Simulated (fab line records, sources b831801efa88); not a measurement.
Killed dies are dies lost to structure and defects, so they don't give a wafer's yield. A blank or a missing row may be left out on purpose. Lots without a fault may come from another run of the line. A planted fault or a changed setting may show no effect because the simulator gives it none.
fab line records | flow sky130
record lots=4 wafers=12 last_day=50
route steps=708 shown GATE_OXIDE@192 POLY_GATE@204 RES_PROTECT@206 PAD_OPEN@708
lots that met no fault: from a run of the same line without faults
start_h: hours from the record's first day to the start of the lot's first wafer shown | wait_h: hours since the lot's step before | " the same as in the row above | L1.1+2: a row that stands for several wafers | - no value, or no start given | * or withheld: withheld | < > ~ a bound
route shown NAME@n: a module of which the file shows steps, and the number in the route of the first | usual: mean/standard deviation of fault-free wafers | same: alike in all rows | chamber/n: place in a boat | sites: the reading at each site | _std_site: their standard deviation | _edge_site: outer sites' mean less inner sites' | radius_mm: how far each site lies from the wafer's centre | mask NAME#n: copy n | behind: the tool/chamber that last shaped the wafer | hold: why the lot was held/for how many hours/how that ended | device: the transistor (n, p or np) that didn't switch | end of line: the same wafers' tests at the end of the route | a step without rows: its recipe alone | killed: dies lost to structure and defects at the first sort, not the wafer's yield | map: a wafer's dies, x killed, . not, _ none there
set.NAME: the setting as run; set.NAME@STEP: as run at that earlier step | model.NAME: the simulator's own value behind a step, which no gauge read
lots at some steps of the route; a table a step, a row a wafer
services: from which hour (start_h, from the record's first day; less than 0 if before it) a tool's chamber was out of use, for how many hours, and why
## steps
# step SKY_GATE_OXIDE_COAT_05
# recipe resist=NOVOLAK spin_rpm=3000 resist_thk_nm=1140
# step SKY_GATE_OXIDE_SOFTBAKE_06
# recipe temp_c=90 time_s=60 resist=NOVOLAK
# step SKY_GATE_OXIDE_EXPOSE_07
# recipe mask_id=LVOM na=0.6 source_shape=conventional sigma_outer=0.6 polarization=unpolarized target_cd_nm=600 dose_mj=170
# step SKY_GATE_OXIDE_PEB_08
# recipe temp_c=withheld time_s=* resist=NOVOLAK
# step SKY_GATE_OXIDE_DEVELOP_09
# recipe resist=NOVOLAK developer=TMAH develop_time_s=60 dev_temp_c=23
# step SKY_GATE_OXIDE_IMPLANT_11
# recipe species=B energy_kev=10 dose_cm2=2.6e+12 tilt_deg=withheld
# step SKY_GATE_OXIDE_WET_ETCH_12
# recipe chemistry=dHF target_depth_nm=16.8 dry=n2_spin target=SiO2 dilution=100:1 temp_c=25 time_s=336
# step SKY_GATE_OXIDE_STRIP_13
# recipe chemistry=O2/N2 power_w=1400 pressure_mtorr=1500 platen_temp_c=withheld o2_flow_sccm=3000 n2_flow_sccm=300 overash_fraction=0.5
# step SKY_GATE_OXIDE_CLEAN_15
# recipe chemistry=SC1/SC2 mix=1:4:20 temp_c=70 time_s=150 dry=n2_spin
# step SKY_GATE_OXIDE_OXIDATION_16
# recipe temp_c=800 ambient=O2 idle_temp_c=700 ramp_up_c_per_min=10 ramp_down_c_per_min=3 stabilise_s=600 purge_s=300 target_thk_a=35.7 ox_time_s=1915
# step SKY_POLY_GATE_CVD_00
# recipe material=poly-Si target_thk_nm=180 temp_c=620 time_s=720 pressure_mtorr=200
# columns lot.wafer tool chamber start_h wait_h model.poly-Si_of_POLY_GATE_CVD_00.thk_nm
L904.2 lpcvd-01 0 323.40 0.0 180.1
L904.3 " 0 " " 180.8
L904.5 " 0 " " 180.2
L920.2 lpcvd-01 0 457.58 0.0 161.8
L920.3 " 0 " " 160.9
L920.6 " 0 " " 160.7
L921.1 lpcvd-01 0 463.08 0.0 164.8
L921.2 " 0 " " 166.1
L921.6 " 0 " " 163.8
L926.1 lpcvd-01 1 522.09 0.0 183.6
L926.2 " 1 " " 182.9
L926.6 " 1 " " 184.9
# step SKY_POLY_GATE_THK_MEAS_01
# recipe reads=poly-Si_of_POLY_GATE_CVD_00
# usual POLY_GATE_CVD_00_THK=180.3/1.7
# columns lot.wafer tool chamber start_h wait_h POLY_GATE_CVD_00_THK[nm]
L904.2 film_metro-02 - 324.61 0.0 180.1
L904.3 " - " " 180.8
L904.5 " - " " 180.2
L920.2 film_metro-02 - 459.39 0.0 161.7
L920.3 " - " " 160.9
L920.6 " - " " 160.8
L921.1 film_metro-01 - 464.88 0.0 164.9
L921.2 " - " " 166.0
L921.6 " - " " 163.8
L926.1 film_metro-02 - 523.29 0.0 183.7
L926.2 " - " " 182.9
L926.6 " - " " 185.0
# step SKY_RES_PROTECT_DEHYDRATE_00
# recipe temp_c=200 time_s=60
# step SKY_RES_PROTECT_HMDS_01
# recipe prime_time_s=60 prime_temp_c=120
# step SKY_RES_PROTECT_COAT_02
# recipe resist=NOVOLAK spin_rpm=3000 resist_thk_nm=1140
# step SKY_RES_PROTECT_SOFTBAKE_03
# recipe temp_c=90 time_s=60 resist=NOVOLAK
# step SKY_RES_PROTECT_EXPOSE_04
# recipe mask_id=RPM na=0.6 source_shape=conventional sigma_outer=0.6 polarization=unpolarized target_cd_nm=1270 dose_mj=131
# step SKY_RES_PROTECT_PEB_05
# recipe temp_c=withheld time_s=* resist=NOVOLAK
# step SKY_RES_PROTECT_DEVELOP_06
# recipe resist=NOVOLAK developer=TMAH develop_time_s=60 dev_temp_c=23
# step SKY_POLY_GATE_IMPLANT_02
# recipe species=P energy_kev=30 dose_cm2=7.7e+15 tilt_deg=0
# step SKY_RES_PROTECT_STRIP_07
# recipe chemistry=O2/N2 power_w=1400 pressure_mtorr=1500 platen_temp_c=withheld o2_flow_sccm=3000 n2_flow_sccm=300 overash_fraction=0.5
# step SKY_RES_PROTECT_CLEAN_09
# recipe chemistry=SC1/SC2 mix=1:4:20 temp_c=70 time_s=150 dry=n2_spin
# usual temp_c=70.05/0.16
# same time_s=150
# columns lot.wafer tool chamber start_h wait_h temp_c model.poly-Si_of_POLY_GATE_CVD_00.thk_nm
L904.2 wet_bench-02 2 351.75 0.0 70.26 179.4
L904.3 " 2 " " 70.14 180.1
L904.5 " 2 " " 70.14 179.6
L920.2 wet_bench-02 0 490.25 0.0 70.03 161.1
L920.3 " 0 " " 69.92 160.2
L920.6 " 0 " " 69.92 160.1
L921.1 wet_bench-04 3 495.74 0.1 70.23 164.2
L921.2 " 3 " " 70.24 165.5
L921.6 " 3 " " 70.16 163.2
L926.1 wet_bench-02 2 553.20 0.1 69.73 182.9
L926.2 " 2 " " 69.72 182.2
L926.6 " 2 " " 69.85 184.3
# step SKY_POLY_GATE_CVD_03
# recipe material=Si3N4 precursor=DCS/NH3 target_thk_nm=75 temp_c=770 time_s=1290 pressure_mtorr=250
# step SKY_POLY_GATE_DEHYDRATE_05
# recipe temp_c=200 time_s=60
# step SKY_POLY_GATE_HMDS_06
# recipe prime_time_s=60 prime_temp_c=120
# step SKY_POLY_GATE_COAT_07
# recipe resist=BARC temp_c=withheld time_s=withheld spin_rpm=3000 resist_thk_nm=110
# step SKY_POLY_GATE_COAT_08
# recipe resist=KrF-thick spin_rpm=3000 resist_thk_nm=450
# step SKY_POLY_GATE_SOFTBAKE_09
# recipe temp_c=100 time_s=90 resist=KrF-thick
# step SKY_POLY_GATE_EXPOSE_10
# recipe mask_id=P1M na=0.68 source_shape=conventional sigma_outer=0.6 target_cd_nm=150 dose_mj=28
# step SKY_POLY_GATE_PEB_11
# recipe peb_temp_c=withheld peb_time_s=withheld resist=KrF-thick
# step SKY_POLY_GATE_DEVELOP_12
# recipe develop_time_s=60 resist=KrF-thick dev_temp_c=21
# step SKY_POLY_GATE_ETCH_15
# recipe chemistry=N2/H2 target=BARC ion_energy_ev=200 source_w=500 bias_w=100 pressure_mtorr=30 n2_flow_sccm=100 h2_flow_sccm=200 stop_on=SiO2 time_s=118.5 target_depth_a=1100
# step SKY_POLY_GATE_ETCH_16
# recipe stop_on=poly-Si chemistry=CH3F/O2 target=Si3N4 source_w=400 bias_w=80 pressure_mtorr=25 ch3f_flow_sccm=40 O2_flow_sccm=30 time_s=147.5 target_depth_a=750
# step SKY_POLY_GATE_ETCH_17
# recipe target_depth_nm=180 stop_on=SiO2 over_etch_frac=0.56667 chemistry=HBr/Cl2 target=poly-Si icp_w=400 bias_w=100 pressure_mtorr=10 HBr_flow_sccm=150 Cl2_flow_sccm=50 time_s=70.5
# usual drypump_motor_current_A=5.8/0.55 oes_product_au=0.984/0.011 throttle_valve_pct=33.685/0.009
# same time_s=70.5
# columns lot.wafer tool chamber start_h wait_h drypump_motor_current_A oes_product_au rf_hours_counter_h throttle_valve_pct model.etch.depth_nm model.POLY_GATE.feature_depth_nm
L904.2 rie_si-02 3 381.34 0.0 6.1 0.982 14 33.680 175.2 175.2
L904.3 " 2 " " 6.0 0.968 4 33.691 171.9 171.9
L904.5 " 1 " " 4.8 0.968 - 33.695 172.2 172.2
L920.2 rie_si-01 1 524.03 0.0 5.9 0.922 3 33.699 161.1 161.1
L920.3 " 2 " " 6.7 0.919 22 33.678 160.2 160.2
L920.6 " 1 " " 5.9 0.919 - 33.690 160.1 160.1
L921.1 rie_si-02 1 528.58 0.0 4.8 0.930 2 33.687 164.2 164.2
L921.2 " 2 " " 6.0 0.937 5 33.695 165.5 165.5
L921.6 " 1 " " 4.8 0.931 - 33.689 163.2 163.2
L926.1 rie_si-01 0 585.58 0.0 5.7 0.995 0 33.666 182.9 182.9
L926.2 " 1 " " 5.9 1.005 3 33.675 182.2 182.2
L926.6 " 3 " " 5.6 1.005 - 33.670 181 181
# step SKY_POLY_GATE_STRIP_18
# recipe chemistry=O2/N2 power_w=1400 pressure_mtorr=1500 platen_temp_c=withheld o2_flow_sccm=3000 n2_flow_sccm=300 overash_fraction=0.5
# step SKY_PAD_OPEN_PROBE_99
# usual killed_at_M0_to_M3=43/6.8 killed_at_M4_up=3.3/2.1 killed_at_contacts=24/5 killed_at_front_end=15/4.4 killed_at_other=0.3/0.57 killed_dies=86/9.7 killed_open=47/7.3 killed_short=39/6.1
# same gross_dies=492 killed_at_back_side=0
# columns lot.wafer tool chamber start_h wait_h killed_at_M0_to_M3 killed_at_M4_up killed_at_contacts killed_at_front_end killed_at_other killed_dies killed_open killed_short model.etest.res_high_po.line_ohm_um model.etest.res_poly.line_ohm_um model.etest.res_high_po.rs_ohm_sq model.etest.cap_li_to_poly.c_af_um2 model.etest.res_poly.rs_ohm_sq
L904.2 prober-01 - 1082.95 0.1 40 2 32 21 0 95 49 45 755.9 507.7 266.7 96.9 49.49
L904.3 prober-01 - 1083.00 0.2 37 4 23 17 2 83 48 32 749.5 498.5 264.2 98.78 49.06
L904.5 prober-01 - 1083.10 0.2 46 2 27 8 0 83 47 36 753.6 529.7 263 97.82 48.89
L920.2 prober-01 - 1175.68 0.1 31 4 24 14 0 73 46 27 795.5 569.4 279.2 95.5 51.68
L920.3 prober-01 - 1175.73 0.2 41 4 19 25 0 89 47 41 817 580.8 280.9 93.66 52.09
L920.6 prober-01 - 1175.88 0.2 48 3 22 16 0 89 48 41 817.8 573.4 281.2 92.28 52.29
L921.1 prober-02 - 1176.86 0.1 39 2 21 10 0 72 37 33 812.4 568.2 277.5 96.01 51.67
L921.2 prober-02 - 1176.91 0.1 43 2 21 10 0 76 40 34 762.4 550.3 268.1 94.81 50.38
L921.6 prober-02 - 1177.11 0.2 40 6 27 9 0 82 51 31 775.9 549.8 271.6 93.43 51.04
L926.1 prober-01 - 1206.46 0.1 42 2 19 22 0 85 41 43 712.7 466.9 256.2 99.3 47.13
L926.2 prober-01 - 1206.51 0.1 43 1 31 17 0 92 47 43 735 487.7 257.9 94.87 47.23
L926.6 prober-01 - 1206.71 0.2 38 0 26 21 1 86 47 38 747.8 505.9 258.1 98.01 46.86
# killed by level:class
L904.2 CONTACT:geometric_particle:open=11 LI_CONTACT:geometric_particle:open=11 VIA1:geometric_particle:short=8 FIELD_ISO:geometric_particle:open=6 VIA3:geometric_particle:open=6 VIA1:geometric_particle:open=6 METAL2:geometric_particle:short=6 FIELD_ISO:geometric_particle:short=5
L904.3 VIA1:geometric_particle:open=10 LI_CONTACT:geometric_particle:open=9 CONTACT:geometric_particle:open=9 VIA1:geometric_particle:short=7 FIELD_ISO:geometric_particle:open=5 VIA2:geometric_particle:open=5 METAL1:geometric_particle:short=4 FIELD_ISO:geometric_particle:short=3
L904.5 VIA1:geometric_particle:open=13 CONTACT:geometric_particle:open=11 VIA3:geometric_particle:open=6 VIA1:geometric_particle:short=5 VIA2:geometric_particle:open=5 POLY_GATE:geometric_particle:open=4 LI_CONTACT:geometric_particle:short=4 LI_CONTACT:geometric_particle:open=4
L920.2 VIA1:geometric_particle:open=9 LI_CONTACT:geometric_particle:open=9 CONTACT:geometric_particle:open=8 METAL1:geometric_particle:short=5 VIA2:geometric_particle:open=5 POLY_GATE:geometric_particle:open=4 POLY_GATE:geometric_particle:short=4 LOCAL_INTERCONNECT:geometric_particle:short=4
L920.3 VIA1:geometric_particle:open=10 POLY_GATE:geometric_particle:open=6 LOCAL_INTERCONNECT:geometric_particle:short=6 VIA2:geometric_particle:open=6 VIA3:geometric_particle:open=6 METAL2:geometric_particle:short=5 POLY_GATE:geometric_particle:short=4 CONTACT:geometric_particle:short=4
L920.6 VIA1:geometric_particle:open=12 LI_CONTACT:geometric_particle:open=9 VIA2:geometric_particle:open=9 METAL2:geometric_particle:short=7 METAL1:geometric_particle:short=5 VIA3:geometric_particle:open=5 LOCAL_INTERCONNECT:geometric_particle:short=4 CONTACT:geometric_particle:open=4
L921.1 VIA1:geometric_particle:open=8 CONTACT:geometric_particle:open=6 METAL2:geometric_particle:short=6 VIA2:geometric_particle:open=6 VIA3:geometric_particle:open=6 CONTACT:geometric_particle:short=5 FIELD_ISO:geometric_particle:open=4 LI_CONTACT:geometric_particle:open=4
L921.2 CONTACT:geometric_particle:open=13 VIA1:geometric_particle:open=8 VIA2:geometric_particle:open=6 METAL3:geometric_particle:short=6 VIA3:geometric_particle:open=6 METAL1:geometric_particle:short=5 FIELD_ISO:geometric_particle:short=4 CONTACT:geometric_particle:short=3
L921.6 VIA1:geometric_particle:open=14 LI_CONTACT:geometric_particle:open=12 CONTACT:geometric_particle:short=6 CONTACT:geometric_particle:open=5 VIA3:geometric_particle:open=5 VIA1:geometric_particle:short=4 FIELD_ISO:geometric_particle:open=4 METAL1:geometric_particle:short=4
L926.1 VIA3:geometric_particle:open=9 CONTACT:geometric_particle:open=9 METAL1:geometric_particle:short=9 FIELD_ISO:geometric_particle:short=8 VIA1:geometric_particle:open=6 VIA2:geometric_particle:open=6 POLY_GATE:geometric_particle:short=5 POLY_GATE:geometric_particle:open=5
L926.2 CONTACT:geometric_particle:open=13 CONTACT:geometric_particle:short=9 VIA1:geometric_particle:open=8 FIELD_ISO:geometric_particle:short=7 VIA3:geometric_particle:short=6 LI_CONTACT:geometric_particle:open=6 VIA2:geometric_particle:open=6 METAL1:geometric_particle:short=5
L926.6 LI_CONTACT:geometric_particle:open=9 VIA1:geometric_particle:open=9 CONTACT:geometric_particle:open=7 VIA2:geometric_particle:short=6 VIA3:geometric_particle:open=5 METAL1:geometric_particle:short=5 POLY_GATE:geometric_particle:open=4 LOCAL_INTERCONNECT:geometric_particle:short=4
## services
# columns tool chamber start_h hours kind
rie_si-01 0 478.34 - clean
rie_si-01 0 478.34 13.9 scheduled_down
rie_si-01 0 478.34 13.9 vent_cycle
rie_si-01 1 510.44 3.1 repair
rie_si-01 0 545.92 1.9 repair
rie_si-02 1 576.40 1.9 repair
## key
first_sign step=SKY_POLY_GATE_THK_MEAS_01 reading=POLY_GATE_CVD_00_THK direction=down sigmas=10 usual=180.3 struck=163.0
effect step=SKY_POLY_GATE_ETCH_17 reading=oes_product_au direction=down sigmas=5.2 usual=0.984 struck=0.926
model_effect step=SKY_POLY_GATE_CVD_00 value=poly-Si_of_POLY_GATE_CVD_00.thk_nm without=178.8 struck=163
model_effect step=SKY_RES_PROTECT_CLEAN_09 value=poly-Si_of_POLY_GATE_CVD_00.thk_nm without=178.1 struck=162.4
model_effect step=SKY_POLY_GATE_ETCH_17 value=etch.depth_nm without=175 struck=162.4
model_effect step=SKY_PAD_OPEN_PROBE_99 value=etest.res_high_po.line_ohm_um without=753.8 struck=796.8
met_at SKY_POLY_GATE_CVD_00
struck_wafers L920.2,L920.3,L920.6,L921.1,L921.2,L921.6
tester_left_out L920,L921
onset_between 323.40 457.58
fault kind=process_parameter_drift tool=lpcvd-01 chamber=0 onset_h=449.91 steps=SKY_POLY_GATE_CVD_00 channel=target_thk_nm offset=-15.778 shape=step end_h=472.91 stated=180
# tester_left_out: of these lots the tester's yield and bins aren't shown, on N5 and GAA mostly nor the transistor test; their killed dies are dies lost to structure and defects alone, not to doping, threshold or leakage, so they don't give the yield
